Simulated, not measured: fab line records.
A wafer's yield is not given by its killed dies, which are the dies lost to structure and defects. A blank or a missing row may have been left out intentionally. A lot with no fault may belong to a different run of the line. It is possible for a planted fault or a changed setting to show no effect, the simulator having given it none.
Which tool was responsible? | flow gf180mcu | 18 wafers from 6 lots sampled at 3 of the route's 602 steps

== WHAT THE GAUGES SHOWED, per wafer ==
GF_TOP_METAL_RS_MEAS_05: a four-point-probe measurement.
lot  | measured     | on           | TOP_METAL_ALCU_RS (ohm/sq)
L842 | day 28 05:05 | filmMetro-03 | 0.0323 0.0324 0.0320
L844 | day 28 19:59 | filmMetro-03 | 0.0328 0.0329 0.0326
L846 | day 29 14:25 | filmMetro-02 | 0.0325 0.0329 0.0321
L854 | day 32 00:34 | filmMetro-01 | 0.0332 0.0329 0.0333
L856 | day 32 05:45 | filmMetro-01 | 0.0325 0.0318 0.0318
L859 | day 33 03:21 | filmMetro-03 | 0.0323 0.0324 0.0321

== EACH LOT AND THE TOOL THAT RAN IT (in order: tool; ch and the chambers of the sampled wafers; start) ==
lot  | GF_V5_CVD_23                 | GF_TOP_METAL_SPUTTER_04
L842 | cvdW-02 ch 0,1, day 28 04:16 | pvdSputter-01, day 28 05:01
L844 | cvdW-01 ch 0,1, day 28 19:10 | pvdSputter-04, day 28 19:58
L846 | cvdW-01 ch 0,1, day 29 13:36 | pvdSputter-02, day 29 14:23
L854 | cvdW-01 ch 0,1, day 31 23:43 | pvdSputter-04, day 32 00:31
L856 | cvdW-01 ch 0, day 32 04:40   | pvdSputter-01, day 32 05:42
L859 | cvdW-02 ch 0,1, day 33 02:32 | pvdSputter-01, day 33 03:19
- GF_V5_CVD_23: deposits W, target thk 350 nm, time 104.9 s.
- GF_TOP_METAL_SPUTTER_04: material TiN, target thk 25 nm, time 20.8 s.

== THE ANSWER, worked out from the rows above alone ==
Rule: the usual values come from the lots themselves. The widest of any qualifying gaps counts: lots, ordered by their means at a reading, are off when they make up no more than a third of the lots, leave a main group of 4 or more, and stand apart from it by 3 or more times the standard deviation of that group's means. Not used: any main group whose means are identical at the precision the tables above print for the reading. Also off: a lot with no number at a reading for which 4 or more lots have one. The other lots that the step has rows for count as sound.
No lot is off at any reading shown: from this, nothing can be told.

== WHAT THE SIMULATOR HAD INSERTED ==
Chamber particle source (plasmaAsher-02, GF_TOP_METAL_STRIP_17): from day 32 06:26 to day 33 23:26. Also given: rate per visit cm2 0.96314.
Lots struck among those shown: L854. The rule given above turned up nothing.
